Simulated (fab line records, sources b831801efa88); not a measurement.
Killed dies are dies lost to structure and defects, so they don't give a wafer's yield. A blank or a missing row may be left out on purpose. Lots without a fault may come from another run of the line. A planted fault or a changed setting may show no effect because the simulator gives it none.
fab line records | flow sky130 | part 1 of 2: steps 1 to 24 of 33
record lots=5 wafers=15 last_day=50
route steps=708 shown LI_CONTACT@377 LOCAL_INTERCONNECT@387 CONTACT@406
lots that met no fault: from a run of the same line without faults
start_h: hours from the record's first day to the start of the lot's first wafer shown | wait_h: hours since the lot's step before | " the same as in the row above | L1.1+2: a row that stands for several wafers | - no value, or no start given | * or withheld: withheld | < > ~ a bound
route shown NAME@n: a module of which the file shows steps, and the number in the route of the first | usual: mean/standard deviation of fault-free wafers | same: alike in all rows | chamber/n: place in a boat | sites: the reading at each site | _std_site: their standard deviation | _edge_site: outer sites' mean less inner sites' | radius_mm: how far each site lies from the wafer's centre | mask NAME#n: copy n | behind: the tool/chamber that last shaped the wafer | hold: why the lot was held/for how many hours/how that ended | device: the transistor (n, p or np) that didn't switch | end of line: the same wafers' tests at the end of the route | a step without rows: its recipe alone | killed: dies lost to structure and defects at the first sort, not the wafer's yield | map: a wafer's dies, x killed, . not, _ none there
set.NAME: the setting as run; set.NAME@STEP: as run at that earlier step | model.NAME: the simulator's own value behind a step, which no gauge read
lots at some steps of the route; a table a step, a row a wafer
services: from which hour (start_h, from the record's first day; less than 0 if before it) a tool's chamber was out of use, for how many hours, and why
## steps
# step SKY_LI_CONTACT_ETCH_15
# recipe target=PSG chemistry=C4F8/O2/Ar stop_on=Si taper_deg=4.15 mask_material=KrF-thick source_w=1500 bias_w=1200 pressure_mtorr=40 c4f8_flow_sccm=withheld O2_flow_sccm=6 Ar_flow_sccm=300 time_s=withheld target_depth_a=6000
# usual oes_product_au=0.837/0.0048
# columns lot.wafer tool chamber start_h wait_h oes_product_au
L076.1 rie_diel-04 2 688.51 0.0 0.836
L076.2 " 0 " " 0.839
L076.6 " 3 " " 0.843
L082.2 rie_diel-04 3 733.74 0.0 0.843
L082.4 " 0 " " 0.839
L082.5 " 3 " " 0.839
L089.2 rie_diel-03 2 830.02 0.0 0.840
L089.3 " 0 " " 0.842
L089.6 " 0 " " 0.827
L088.1 rie_diel-04 2 830.67 0.0 0.826
L088.5 " 3 " " 0.839
L088.6 " 2 " " 0.835
L096.1 rie_diel-04 1 839.47 0.0 0.839
L096.2 " 3 " " 0.832
L096.4 " 3 " " 0.834
# step SKY_LI_CONTACT_STRIP_16
# recipe chemistry=O2/N2 power_w=1400 pressure_mtorr=1500 platen_temp_c=withheld o2_flow_sccm=3000 n2_flow_sccm=300 overash_fraction=0.5
# usual drypump_motor_current_A=5.56/0.26 oes_product_au=0.376/0.0046 strip_time_to_endpoint_s=3.495/0.022
# columns lot.wafer tool chamber start_h wait_h drypump_motor_current_A oes_product_au rf_hours_counter_h strip_time_to_endpoint_s
L076.1 plasma_asher-04 1 688.59 - 5.67 0.375 22 3.501
L076.2 " 0 " " 5.42 0.374 22 3.486
L076.6 " 1 " " 5.68 0.376 - 3.524
L082.2 plasma_asher-04 0 733.83 - 5.42 0.368 26 3.475
L082.4 " 0 " " 5.42 0.372 - 3.460
L082.5 " 0 " " 5.40 0.373 - 3.469
L089.2 plasma_asher-03 1 830.11 - 5.46 0.373 72 3.478
L089.3 " 0 " " 5.19 0.377 - 3.495
L089.6 " 0 " " 5.21 0.374 - 3.487
L088.1 plasma_asher-04 1 830.76 - 5.63 0.381 36 3.487
L088.5 " 0 " " 5.42 0.367 - 3.491
L088.6 " 1 " " 5.66 0.370 - 3.502
L096.1 plasma_asher-04 0 839.56 - 5.41 0.377 37 3.499
L096.2 " 1 " " 5.71 0.379 37 3.473
L096.4 " 0 " " 5.44 0.372 - 3.461
# step SKY_LI_CONTACT_CLEAN_17
# recipe chemistry=NMP time_s=600 temp_c=60 dry=n2_spin
# usual bath_heat_duty_pct=10.4/1.4
# columns lot.wafer tool chamber start_h wait_h bath_heat_duty_pct
L076.1 wet_bench-01 2 688.69 0.1 7.8
L076.2 " 2 " " 8.7
L076.6 " 2 " " 9.3
L082.2 wet_bench-04 1 733.93 0.1 10.5
L082.4 " 1 " " 10.2
L082.5 " 1 " " 12.0
L089.2 wet_bench-04 0 830.21 0.1 9.4
L089.3 " 0 " " 10.3
L089.6 " 0 " " 8.8
L088.1 wet_bench-02 2 830.86 0.1 12.4
L088.5 " 2 " " 12.3
L088.6 " 2 " " 12.0
L096.1 wet_bench-02 2 839.66 0.1 12.1
L096.2 " 2 " " 12.1
L096.4 " 2 " " 11.3
# step SKY_LI_CONTACT_PRE_CLEAN_18
# recipe gas=Ar time_s=5.6 bias_v=358
# columns lot.wafer tool chamber start_h wait_h
L076.1+2+6 pvd_sputter-02 - 688.87 0.0
L082.2+4+5 pvd_sputter-04 - 734.10 0.0
L089.2+3+6 pvd_sputter-04 - 830.43 0.0
L088.1+5+6 pvd_sputter-02 - 831.03 0.0
L096.1+2+4 pvd_sputter-01 - 839.85 0.0
# step SKY_LI_CONTACT_SPUTTER_19
# recipe material=Ti target_thk_nm=20 chamber_pressure_pa=5 power_w=2500 substrate_temp_c=200 time_s=106.37
# usual throttle_valve_pct=31.0/1.2
# columns lot.wafer tool chamber start_h wait_h throttle_valve_pct
L076.1 pvd_sputter-02 - 688.89 0.0 31.2
L076.2 " - " " 30.9
L076.6 " - " " 31.3
L082.2 pvd_sputter-04 - 734.12 0.0 31.4
L082.4 " - " " 33.8
L082.5 " - " " 33.8
L089.2 pvd_sputter-04 - 830.45 0.0 31.4
L089.3 " - " " 30.7
L089.6 " - " " 31.4
L088.1 pvd_sputter-02 - 831.05 0.0 29.6
L088.5 " - " " 31.3
L088.6 " - " " 31.5
L096.1 pvd_sputter-01 - 839.87 0.0 30.3
L096.2 " - " " 28.9
L096.4 " - " " 29.1
# step SKY_LI_CONTACT_SPUTTER_20
# recipe material=TiN target_thk_nm=20 chamber_pressure_pa=5 power_w=4000 time_s=80
# usual throttle_valve_pct=31.0/1.2
# columns lot.wafer tool chamber start_h wait_h throttle_valve_pct
L076.1 pvd_sputter-02 - 688.96 0.0 31.6
L076.2 " - " " 30.7
L076.6 " - " " 31.1
L082.2 pvd_sputter-04 - 734.20 0.0 31.3
L082.4 " - " " 33.6
L082.5 " - " " 33.4
L089.2 pvd_sputter-04 - 830.53 0.0 31.5
L089.3 " - " " 30.9
L089.6 " - " " 31.5
L088.1 pvd_sputter-02 - 831.13 0.0 29.6
L088.5 " - " " 31.2
L088.6 " - " " 31.5
L096.1 pvd_sputter-01 - 839.94 0.0 30.3
L096.2 " - " " 28.9
L096.4 " - " " 29.2
# step SKY_LI_CONTACT_CVD_21
# recipe material=W target_thk_nm=400 time_s=120.56 temp_c=400 pressure_torr=40
# usual heater_power_w=857/29
# columns lot.wafer tool chamber start_h wait_h heater_power_w
L076.1 cvd_w-02 1 689.02 0.0 833
L076.2 " 0 " " 884
L076.6 " 0 " " 868
L082.2 cvd_w-02 1 734.26 0.0 840
L082.4 " 0 " " 900
L082.5 " 1 " " 844
L089.2 cvd_w-02 0 830.59 0.0 881
L089.3 " 1 " " 817
L089.6 " 0 " " 887
L088.1 cvd_w-01 0 831.19 0.0 886
L088.5 " 0 " " 860
L088.6 " 1 " " 826
L096.1 cvd_w-01 1 840.00 0.0 842
L096.2 " 0 " " 886
L096.4 " 1 " " 839
# step SKY_LI_CONTACT_RS_MEAS_22
# recipe thk_meas_gauge=four-point-probe reads=W_of_LI_CONTACT_CVD_21+TiN_of_LI_CONTACT_SPUTTER_20+Ti_of_LI_CONTACT_SPUTTER_19
# usual LI_CONTACT_W_RS=0.2870/0.0029
# columns lot.wafer tool chamber start_h wait_h LI_CONTACT_W_RS[ohm/sq]
L076.1 film_metro-01 - 689.15 0.1 0.2836
L076.2 " - " " 0.2887
L076.6 " - " " 0.2870
L082.2 film_metro-01 - 734.40 0.1 0.2902
L082.4 " - " " 0.2927
L082.5 " - " " 0.2858
L089.2 film_metro-02 - 830.74 0.1 0.2936
L089.3 " - " " 0.2874
L089.6 " - " " 0.2906
L088.1 film_metro-02 - 831.31 0.1 0.2881
L088.5 " - " " 0.2907
L088.6 " - " " 0.2831
L096.1 film_metro-01 - 840.13 0.1 0.2827
L096.2 " - " " 0.2892
L096.4 " - " " 0.2844
# step SKY_LI_CONTACT_THK_MEAS_23
# recipe thk_meas_gauge=xrf reads=W_of_LI_CONTACT_CVD_21
# usual LI_CONTACT_W_THK=404/7.7
# columns lot.wafer tool chamber start_h wait_h LI_CONTACT_W_THK[nm]
L076.1 film_metro-01 - 689.27 0.1 416
L076.2 " - " " 407
L076.6 " - " " 411
L082.2 film_metro-01 - 734.51 0.1 403
L082.4 " - " " 403
L082.5 " - " " 408
L089.2 film_metro-02 - 830.85 0.1 387
L089.3 " - " " 397
L089.6 " - " " 390
L088.1 film_metro-02 - 831.43 0.1 394
L088.5 " - " " 389
L088.6 " - " " 400
L096.1 film_metro-01 - 840.25 0.1 417
L096.2 " - " " 407
L096.4 " - " " 414
# step SKY_LI_CONTACT_CMP_24
# recipe stop_on=PSG t_overpolish_s=20 down_force_psi=3.5 platen_rpm=60 target_thk_nm=0 pad_velocity_m_s=0.94248
# usual motor_current_A=11.4/1.1 overpolish_run_s=19.999/0.0088 platen_rpm=60.00/0.039 time_to_endpoint_s=95.8/2.9
# columns lot.wafer tool chamber start_h wait_h motor_current_A overpolish_run_s platen_rpm time_to_endpoint_s
L076.1 cmp-02 0 689.33 0.1 10.8 20.012 60.05 96.3
L076.2 " 3 " " 13.1 19.993 60.00 93.7
L076.6 " 1 " " 11.9 19.994 60.06 93.8
L082.2 cmp-01 2 734.56 0.0 9.8 19.993 60.00 93.4
L082.4 " 0 " " 12.5 19.986 60.00 97.3
L082.5 " 3 " " 10.8 19.994 60.05 94.3
L089.3 cmp-01 1 830.90 0.0 11.0 20.002 60.01 95.0
L089.2 " 0 " " 12.7 20.004 59.98 94.0
L089.6 " 1 " " 11.4 20.008 60.05 93.8
L088.1 cmp-02 0 831.59 0.1 10.8 20.000 60.02 92.2
L088.6 " 2 " " 10.7 19.993 60.04 98.9
L088.5 " 3 " " 13.4 20.024 59.98 91.3
L096.4 cmp-02 3 840.62 0.3 12.1 20.005 60.03 91.3
L096.2 " 0 " " 11.1 19.983 60.02 92.9
L096.1 " 1 " " 12.1 19.998 59.97 97.9
# step SKY_LOCAL_INTERCONNECT_SPUTTER_00
# recipe material=TiN target_thk_nm=100 temp_c=300 power_w=6500 time_s=83.3 chamber_pressure_pa=0.4
# usual throttle_valve_pct=30.4/1
# columns lot.wafer tool chamber start_h wait_h throttle_valve_pct
L076.1 pvd_sputter-01 - 689.63 0.2 29.1
L076.2 " - " " 31.4
L076.6 " - " " 31.2
L082.2 pvd_sputter-02 - 734.86 0.2 31.3
L082.4 " - " " 31.4
L082.5 " - " " 31.0
L089.2 pvd_sputter-03 - 831.20 0.1 28.9
L089.3 " - " " 31.9
L089.6 " - " " 29.8
L088.1 pvd_sputter-01 - 831.79 0.1 31.2
L088.5 " - " " 31.3
L088.6 " - " " 30.1
L096.1 pvd_sputter-01 - 840.87 0.1 31.3
L096.2 " - " " 28.8
L096.4 " - " " 29.1
# step SKY_LOCAL_INTERCONNECT_RS_MEAS_01
# recipe thk_meas_gauge=four-point-probe reads=TiN_of_LOCAL_INTERCONNECT_SPUTTER_00
# usual LOCAL_INTERCONNECT_TIN_RS=14.15/0.13
# columns lot.wafer tool chamber start_h wait_h LOCAL_INTERCONNECT_TIN_RS[ohm/sq]
L076.1 film_metro-04 - 689.69 0.0 14.13
L076.2 " - " " 14.13
L076.6 " - " " 14.11
L082.2 film_metro-04 - 734.95 0.1 13.88
L082.4 " - " " 13.82
L082.5 " - " " 13.99
L089.2 film_metro-03 - 831.28 0.1 14.28
L089.3 " - " " 14.40
L089.6 " - " " 14.33
L088.1 film_metro-03 - 831.86 0.0 14.01
L088.5 " - " " 14.09
L088.6 " - " " 14.25
L096.1 film_metro-02 - 840.93 0.0 14.11
L096.2 " - " " 14.27
L096.4 " - " " 14.27
# step SKY_LOCAL_INTERCONNECT_THK_MEAS_02
# recipe thk_meas_gauge=xrf reads=TiN_of_LOCAL_INTERCONNECT_SPUTTER_00
# usual LOCAL_INTERCONNECT_TIN_THK=101.0/1.5
# columns lot.wafer tool chamber start_h wait_h LOCAL_INTERCONNECT_TIN_THK[nm]
L076.1 film_metro-04 - 689.81 0.1 102.4
L076.2 " - " " 102.4
L076.6 " - " " 102.5
L082.2 film_metro-04 - 735.06 0.1 104.5
L082.4 " - " " 104.8
L082.5 " - " " 103.6
L089.2 film_metro-03 - 831.39 0.1 99.7
L089.3 " - " " 99.1
L089.6 " - " " 99.5
L088.1 film_metro-03 - 831.98 0.1 101.9
L088.5 " - " " 101.2
L088.6 " - " " 100.2
L096.1 film_metro-02 - 841.05 0.1 101.3
L096.2 " - " " 100.4
L096.4 " - " " 100.1
# step SKY_LOCAL_INTERCONNECT_DEHYDRATE_03
# recipe temp_c=200 time_s=60
# usual resist_line_temp_C=23.00/0.096
# columns lot.wafer tool chamber start_h wait_h resist_line_temp_C
L076.1 litho_track-01 0 698.72 8.9 22.90
L076.2 " 0 " " 23.13
L076.6 " 0 " " 23.13
L082.2 litho_track-03 0 749.30 14.2 22.87
L082.4 " 0 " " 22.94
L082.5 " 0 " " 22.88
L089.2 litho_track-03 0 843.60 12.2 23.09
L089.3 " 0 " " 23.04
L089.6 " 0 " " 22.90
L088.1 litho_track-01 0 844.37 12.4 23.05
L088.5 " 0 " " 22.98
L088.6 " 0 " " 22.96
L096.1 litho_track-03 0 853.82 12.8 22.91
L096.2 " 0 " " 22.96
L096.4 " 0 " " 22.86
# step SKY_LOCAL_INTERCONNECT_HMDS_04
# recipe prime_time_s=60 prime_temp_c=120
# usual resist_line_temp_C=23.01/0.12
# columns lot.wafer tool chamber start_h wait_h resist_line_temp_C
L076.1 litho_track-01 0 698.87 0.1 22.87
L076.2 " 0 " " 23.02
L076.6 " 0 " " 22.91
L082.2 litho_track-03 0 749.45 0.1 22.95
L082.4 " 0 " " 23.12
L082.5 " 0 " " 23.11
L089.2 litho_track-03 0 843.75 0.1 22.87
L089.3 " 0 " " 22.99
L089.6 " 0 " " 23.19
L088.1 litho_track-01 0 844.52 0.1 23.23
L088.5 " 0 " " 23.02
L088.6 " 0 " " 23.13
L096.1 litho_track-03 0 853.97 0.1 23.34
L096.2 " 0 " " 23.21
L096.4 " 0 " " 23.12
# step SKY_LOCAL_INTERCONNECT_COAT_05
# recipe resist=BARC temp_c=withheld time_s=withheld spin_rpm=3000 resist_thk_nm=60
# usual dispense_pressure_kPa=51.1/1.1 resist_line_temp_C=*
# columns lot.wafer tool chamber start_h wait_h dispense_pressure_kPa resist_line_temp_C
L076.1 litho_track-01 0 699.02 0.1 50.0 *
L076.2 " 0 " " 50.0 *
L076.6 " 0 " " 50.0 *
L082.2 litho_track-03 0 749.60 0.1 52.0 *
L082.4 " 0 " " 52.0 *
L082.5 " 0 " " 52.0 *
L089.2 litho_track-03 0 843.90 0.1 52.0 *
L089.3 " 0 " " 52.0 *
L089.6 " 0 " " 52.0 *
L088.1 litho_track-01 0 844.67 0.1 50.0 *
L088.5 " 0 " " 50.0 *
L088.6 " 0 " " 50.0 *
L096.1 litho_track-03 0 854.12 0.1 52.1 *
L096.2 " 0 " " 52.1 *
L096.4 " 0 " " 52.1 *
# step SKY_LOCAL_INTERCONNECT_COAT_06
# recipe resist=KrF-thick spin_rpm=2962 resist_thk_nm=450
# usual dispense_pressure_kPa=51.1/1.1 resist_line_temp_C=23.00/0.1
# columns lot.wafer tool chamber start_h wait_h dispense_pressure_kPa resist_line_temp_C
L076.1 litho_track-01 0 - - 50.0 23.03
L076.2 " 0 " " 50.0 22.89
L076.6 " 0 " " 50.1 22.92
L082.2 litho_track-03 0 - - 52.0 23.11
L082.4 " 0 " " 52.0 23.11
L082.5 " 0 " " 52.0 23.08
L089.2 litho_track-03 0 - - 51.9 23.02
L089.3 " 0 " " 52.0 23.05
L089.6 " 0 " " 52.0 22.97
L088.1 litho_track-01 0 - - 50.0 23.11
L088.5 " 0 " " 50.0 23.09
L088.6 " 0 " " 50.0 23.17
L096.1 litho_track-03 0 - - 52.0 22.96
L096.2 " 0 " " 52.0 22.90
L096.4 " 0 " " 52.0 23.01
# step SKY_LOCAL_INTERCONNECT_SOFTBAKE_07
# recipe temp_c=100 time_s=90 resist=KrF-thick
# usual resist_line_temp_C=23.02/0.11
# columns lot.wafer tool chamber start_h wait_h resist_line_temp_C
L076.1 litho_track-01 0 - - 23.12
L076.2 " 0 " " 23.03
L076.6 " 0 " " 22.99
L082.2 litho_track-03 0 - - 23.07
L082.4 " 0 " " 23.05
L082.5 " 0 " " 22.89
L089.2 litho_track-03 0 - - 23.15
L089.3 " 0 " " 23.10
L089.6 " 0 " " 23.17
L088.1 litho_track-01 0 - - 23.03
L088.5 " 0 " " 22.87
L088.6 " 0 " " 23.00
L096.1 litho_track-03 0 - - 23.04
L096.2 " 0 " " 23.12
L096.4 " 0 " " 23.10
# step SKY_LOCAL_INTERCONNECT_EXPOSE_08
# recipe mask_id=LI1M na=0.8 source_shape=annular sigma_inner=0.55 sigma_outer=0.85 target_cd_nm=170 dose_mj=28
# same sigma_inner=0.55
# columns lot.wafer tool chamber start_h wait_h mask
L076.1+2+6 krf_scanner-02 0 - - LI1M#0
L082.2+4+5 krf_scanner-01 0 - - LI1M#0
L089.2+3+6 krf_scanner-01 0 - - LI1M#0
L088.1+5+6 krf_scanner-02 0 - - LI1M#0
L096.1+2+4 krf_scanner-02 0 - - LI1M#0
# step SKY_LOCAL_INTERCONNECT_PEB_09
# recipe peb_temp_c=withheld peb_time_s=withheld resist=KrF-thick
# usual resist_line_temp_C=*
# columns lot.wafer tool chamber start_h wait_h resist_line_temp_C
L076.1 litho_track-01 0 - - *
L076.2 " 0 " " *
L076.6 " 0 " " *
L082.2 litho_track-01 0 - - *
L082.4 " 0 " " *
L082.5 " 0 " " *
L089.2 litho_track-03 0 - - *
L089.3 " 0 " " *
L089.6 " 0 " " *
L088.1 litho_track-04 0 - - *
L088.5 " 0 " " *
L088.6 " 0 " " *
L096.1 litho_track-01 0 - - *
L096.2 " 0 " " *
L096.4 " 0 " " *
# step SKY_LOCAL_INTERCONNECT_DEVELOP_10
# recipe develop_time_s=60 resist=KrF-thick dev_temp_c=21
# usual resist_line_temp_C=23.01/0.11
# columns lot.wafer tool chamber start_h wait_h resist_line_temp_C
L076.1 litho_track-01 0 - - 23.04
L076.2 " 0 " " 23.15
L076.6 " 0 " " 23.08
L082.2 litho_track-01 0 - - 22.92
L082.4 " 0 " " 23.10
L082.5 " 0 " " 23.01
L089.2 litho_track-03 0 - - 22.96
L089.3 " 0 " " 22.97
L089.6 " 0 " " 22.96
L088.1 litho_track-04 0 - - 23.06
L088.5 " 0 " " 22.89
L088.6 " 0 " " 22.97
L096.1 litho_track-01 0 - - 22.81
L096.2 " 0 " " 22.79
L096.4 " 0 " " 22.88
# step SKY_LOCAL_INTERCONNECT_CD_MEAS_11
# recipe target_cd_nm=170
# usual cd_nm=170.0/1.6
# columns lot.wafer tool chamber start_h wait_h cd_nm
L076.1 cd_sem-02 - 715.07 - 169.8
L076.2 " - " " 171.0
L076.6 " - " " 170.9
L082.2 cd_sem-01 - 761.34 - 168.4
L082.4 " - " " 167.6
L082.5 " - " " 168.2
L089.2 cd_sem-02 - 857.29 - 167.8
L089.3 " - " " 168.1
L089.6 " - " " 167.3
L088.1 cd_sem-01 - 857.79 - 171.0
L088.5 " - " " 171.2
L088.6 " - " " 171.4
L096.1 cd_sem-01 - 866.87 - 169.5
L096.2 " - " " 171.1
L096.4 " - " " 170.7
# step SKY_LOCAL_INTERCONNECT_OVL_MEAS_12
# usual LOCAL_INTERCONNECT_OVL=5/5.6
# columns lot.wafer tool chamber start_h wait_h LOCAL_INTERCONNECT_OVL[nm]
L076.1 overlay-01 - 715.19 0.1 6
L076.2 " - " " 7
L076.6 " - " " 5
L082.2 overlay-01 - 761.44 0.1 0
L082.4 " - " " 2
L082.5 " - " " -1
L089.2 overlay-02 - 857.40 0.1 19
L089.3 " - " " 3
L089.6 " - " " 10
L088.1 overlay-02 - 857.91 0.1 5
L088.5 " - " " -3
L088.6 " - " " -4
L096.1 overlay-01 - 866.99 0.1 5
L096.2 " - " " 14
L096.4 " - " " 10
# step SKY_LOCAL_INTERCONNECT_ETCH_13
# recipe chemistry=N2/H2 target=BARC ion_energy_ev=200 bias_w=100 pressure_mtorr=30 n2_flow_sccm=100 h2_flow_sccm=200 icp_w=500 stop_on=SiO2 time_s=45.9 target_depth_a=600
# usual drypump_motor_current_A=5.8/0.55 oes_product_au=0.855/0.0046 throttle_valve_pct=13.226/0.0091
# columns lot.wafer tool chamber start_h wait_h drypump_motor_current_A oes_product_au rf_hours_counter_h throttle_valve_pct
L076.1 rie_metal-01 1 715.22 0.0 6.3 0.850 3 13.211
L076.2 " 0 " " 6.5 0.859 9 13.218
L076.6 " 0 " " 6.5 0.850 - 13.229
L082.2 rie_metal-03 1 761.47 0.0 5.1 0.858 5 13.228
L082.4 " 0 " " 6.0 0.849 - 13.244
L082.5 " 0 " " 6.0 0.852 - 13.229
L089.2 rie_metal-03 1 857.45 0.0 5.1 0.856 - 13.231
L089.3 " 1 " " 5.1 0.856 - 13.238
L089.6 " 1 " " 5.1 0.861 - 13.229
L088.1 rie_metal-01 0 857.95 0.0 6.5 0.858 15 13.219
L088.5 " 0 " " 6.5 0.857 - 13.213
L088.6 " 1 " " 6.3 0.851 - 13.222
L096.1 rie_metal-04 1 867.02 0.0 5.2 0.863 3 13.213
L096.2 " 0 " " 6.0 0.858 12 13.226
L096.4 " 0 " " 6.0 0.853 - 13.224
